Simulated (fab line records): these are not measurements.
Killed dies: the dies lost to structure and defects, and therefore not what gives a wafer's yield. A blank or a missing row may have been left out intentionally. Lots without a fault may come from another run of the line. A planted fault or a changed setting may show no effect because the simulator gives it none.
A struck lot beside a sound one    flow sky130    17 out of 708 route steps
Sound: wafers L930.1, L930.3, L930.5. Struck: wafers L929.1, L929.5, L929.6. The cause is given at the end.
Each step with rows lists, per side, the tool, then ch with its chambers, then its first start. Under that, the readings that differ: sound wafers    struck wafers    difference of the means    sigmas: that difference in standard deviations of wafers without a fault.
alike: a reading whose means differ by less than 2 such deviations, as well as words and numbers matching on both sides. not compared: withheld readings; readings where some wafer has no value; bounds like >300 that might hide an equal value; numbers whose values overlap and for which the record gives no deviation.
A row with sigmas, a row that says differs or no value, or rows on one side alone: a step with any of these is where the two part. When numbers do not overlap yet have no deviation, they are printed without sigmas and do not part them. A reading that every wafer of one side lacks parts them only if that side has two wafers or more.

first, 1 step without rows for these wafers: SKY_VT_ADJUST_LVTN_IMPLANT_19.
SKY_VT_ADJUST_LVTN_STRIP_20: strips in O2/N2.
  sound on plasma asher-01 ch 0,1, day 9 07:28; struck on plasma asher-01 ch 0,1, day 9 00:34
  alike: drypump motor current A, oes product au, strip time to endpoint s
  not compared: rf hours counter h
SKY_VT_ADJUST_LVTN_TW_MEAS_21:
  sound on film metro-01, day 9 07:34; struck on film metro-01, day 9 00:40
  alike: VT_ADJUST_LVTN_2_TW
then, 7 steps without rows for these wafers: SKY_VT_ADJUST_NCORE_DEHYDRATE_00 (time 60 s); SKY_VT_ADJUST_NCORE_HMDS_01 (prime time 60 s); SKY_VT_ADJUST_NCORE_COAT_02 (resist thk 1140 nm); SKY_VT_ADJUST_NCORE_SOFTBAKE_03 (time 60 s); SKY_VT_ADJUST_NCORE_EXPOSE_04 (exposes mask LVTN COMPLEMENT THIN, target cd 380 nm); SKY_VT_ADJUST_NCORE_PEB_05; SKY_VT_ADJUST_NCORE_DEVELOP_06 (develop time 60 s).
SKY_VT_ADJUST_NCORE_CD_MEAS_07 targets a cd of 380 nm.
  sound on cd sem-02, day 10 04:59; struck on cd sem-02, day 9 21:55
  alike: cd nm
SKY_VT_ADJUST_NCORE_OVL_MEAS_08:
  sound on overlay-02, day 10 05:07; struck on overlay-01, day 9 22:02
reading                   sound         struck       difference  sigmas
VT_ADJUST_NCORE_OVL (nm)  0.1 0.1 -0.7  1.7 3.7 2.3  +2.7        +2
SKY_VT_ADJUST_NCORE_IMPLANT_09:
  sound on implanter-01 ch 0, day 10 05:09; struck on implanter-03 ch 0, day 9 22:05
reading                    sound                struck             difference  sigmas
beam energy keV            10.002 10.001 9.999  6.345 6.347 6.350  -3.653      -99 or more
model.implant.rp nm (nm)   33.23 33.23 33.23    23.13 23.13 23.13  -10.10      
model.implant.drp nm (nm)  17.11 17.11 17.11    12.45 12.45 12.45  -4.66       
SKY_VT_ADJUST_NCORE_STRIP_10: strips in O2/N2.
  sound on plasma asher-01 ch 0,1, day 10 05:18; struck on plasma asher-02 ch 0,1, day 9 22:14
  alike: drypump motor current A, oes product au, strip time to endpoint s
  not compared: rf hours counter h
SKY_VT_ADJUST_NCORE_TW_MEAS_11:
  sound on film metro-01, day 10 05:24; struck on film metro-03, day 9 22:20
reading             sound        struck       difference  sigmas
VT_ADJUST_NCORE_TW  210 212 212  201 200 199  -11         -2
then, 1 step without rows for these wafers: SKY_VT_ADJUST_HVTR_DEHYDRATE_00 (time 60 s).
-- a jump in the record: the struck wafers' starts before and after are 37 days apart (it breaks off in module VT_ADJUST_HVTR and resumes in module PAD_OPEN, where the first step shown is number 708 of the route) --
SKY_PAD_OPEN_PROBE_99:
  sound on prober-01, day 47 03:01; struck on prober-02, day 46 19:32
reading                                     sound                          struck                        difference  sigmas
killed at front end                         15 10 8                        19 20 20                      +9          +2
model.etest.nfet_16v.r on ohm um            1.431e+04 1.437e+04 1.452e+04  1.33e+04 1.333e+04 1.339e+04  -1.06e+03   
model.etest.res pwell under gate.rs ohm sq  2278 2272 2287                 2350 2319 2339                +57         
model.etest.pfet g5v0d10v5.drive ua um      335.1 342.8 335                334.7 325.2 333.9             -6.4        
model.etest.pfet_16v.drive ua um            241 242.5 240.7                240 239.8 236.8               -3          
model.etest.nfet_16v.drive ua um            217.5 215.7 213.2              229.1 230.3 228.9             +14.0       
model.etest.pfet g5v0d10v5.off log10 a um   -12.47 -12.26 -12.56           -13.35 -13.38 -13.29          -0.91       
model.etest.pfet g5v0d10v5.vt sat v (V)     -0.6275 -0.5874 -0.6223        -0.713 -0.7455 -0.7173        -0.113      
  alike: killed_at_M0_to_M3, killed_at_M4_up, killed at contacts, killed at other, killed dies, killed open, killed short
  not compared: model.etest.pfet g5v0d10v5.r on ohm um

WHERE THEY PART
Last at SKY_PAD_OPEN_PROBE_99 as far as this record goes, first at SKY_VT_ADJUST_NCORE_OVL_MEAS_08.

WHY: what had been put in by the simulator
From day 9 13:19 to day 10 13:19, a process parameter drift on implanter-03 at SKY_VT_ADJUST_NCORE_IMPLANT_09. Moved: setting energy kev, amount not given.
